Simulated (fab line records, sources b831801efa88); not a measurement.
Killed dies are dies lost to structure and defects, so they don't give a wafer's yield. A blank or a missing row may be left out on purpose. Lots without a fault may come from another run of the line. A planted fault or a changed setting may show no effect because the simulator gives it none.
A struck lot beside a sound one | flow sky130 | 13 steps out of a route of 708
Sound: wafers L806.4, L806.5, L806.6. Struck: wafers L799.1, L799.3, L799.5. The cause comes at the end.
At each step with rows: each side's tool, then ch and its chambers, then its first start. Under that, the readings that differ: sound wafers | struck wafers | difference of the means | sigmas: that difference in standard deviations of wafers without a fault.
alike: readings whose means differ by less than 2 such deviations, and words and numbers that are the same on both sides. not compared: withheld readings, readings that some wafer has no value for, bounds like >300 that may hide the same value, and numbers for which the record gives no deviation and whose values overlap.
The two part at a step that has a row with sigmas, a row that says differs or no value, or rows on one side only. Numbers that don't overlap but have no deviation are shown without sigmas and don't part them. A reading that every wafer of one side lacks parts them only if that side has two wafers or more.

first, 2 steps without rows for these wafers: SKY_VIA4_PEB_09; SKY_VIA4_DEVELOP_10 (develop time 60 s).
SKY_VIA4_OVL_MEAS_11:
  sound on overlay-01, day 48 03:02; struck on overlay-02, day 45 23:01
  alike: VIA4_OVL
SKY_VIA4_ETCH_12: etches SiO2 in C4F8/O2/Ar, stops on TiN, target depth 580 nm.
  sound on rie_diel-03 ch 0,1,3, day 48 03:03; struck on rie_diel-03 ch 0,1,3, day 45 23:02
  alike: oes_product_au
SKY_VIA4_STRIP_13: strips in O2/N2.
  sound on plasma_asher-01 ch 0,1, day 48 03:09; struck on plasma_asher-02 ch 0, day 45 23:07
  reading                      | sound             | struck            | difference | sigmas
  strip_time_to_endpoint_s (s) | 12.81 12.86 12.86 | 12.80 12.77 12.78 | -0.06      | -2
  alike: drypump_motor_current_A, oes_product_au
  not compared: rf_hours_counter_h
then, 3 steps without rows for these wafers: SKY_VIA4_STRIP_14 (strips in post etch residue remover, time 1200 s); SKY_VIA4_CLEAN_15 (cleans in IPA, time 180 s); SKY_VIA4_CLEAN_16 (cleans in O3/DIW).
SKY_VIA4_SPUTTER_17: material TiN, target thk 20 nm, time 80 s.
  sound on pvd_sputter-03, day 48 03:49; struck on pvd_sputter-01, day 45 23:45
  alike: cathode_dc_power_W, throttle_valve_pct
SKY_VIA4_CVD_18: deposits W, target thk 505 nm, time 152.14 s.
  sound on cvd_w-01 ch 0,1, day 48 03:55; struck on cvd_w-01 ch 0,1, day 45 23:49
  alike: heater_power_w
SKY_VIA4_RS_MEAS_19: measures by four-point-probe.
  sound on film_metro-03, day 48 04:05; struck on film_metro-02, day 45 23:58
  alike: VIA4_W_RS
SKY_VIA4_THK_MEAS_20: measures by xrf.
  sound on film_metro-03, day 48 04:10; struck on film_metro-02, day 46 00:05
  alike: VIA4_W_THK
SKY_VIA4_CMP_21: polishes, stops on SiO2, t overpolish 25 s, target thk 0 nm.
  sound on cmp-01 ch 2,3, day 48 04:15; struck on cmp-02 ch 0,1,2, day 46 00:08
  no value came back on the struck wafers for any of 5 readings (edge_zone_pressure_frac, head_pressure_psi (psi) and others); on the sound wafers edge_zone_pressure_frac reads 1.002 0.997 1.002
  reading                                  | sound           | struck            | difference | sigmas
  model.W_of_VIA4_CVD_18.thk_nm (nm)       | 0 0 0           | 509.7 508.7 516.4 | +511.6     |
  model.SiO2_of_VIA4_HDPCVD_00.thk_nm (nm) | 575 574.3 576.5 | 580.7 579.7 580.2 | +4.9       |

WHERE THEY PART
First at SKY_VIA4_STRIP_13; last, within this record, at SKY_VIA4_CMP_21.

WHY: what the simulator had put in
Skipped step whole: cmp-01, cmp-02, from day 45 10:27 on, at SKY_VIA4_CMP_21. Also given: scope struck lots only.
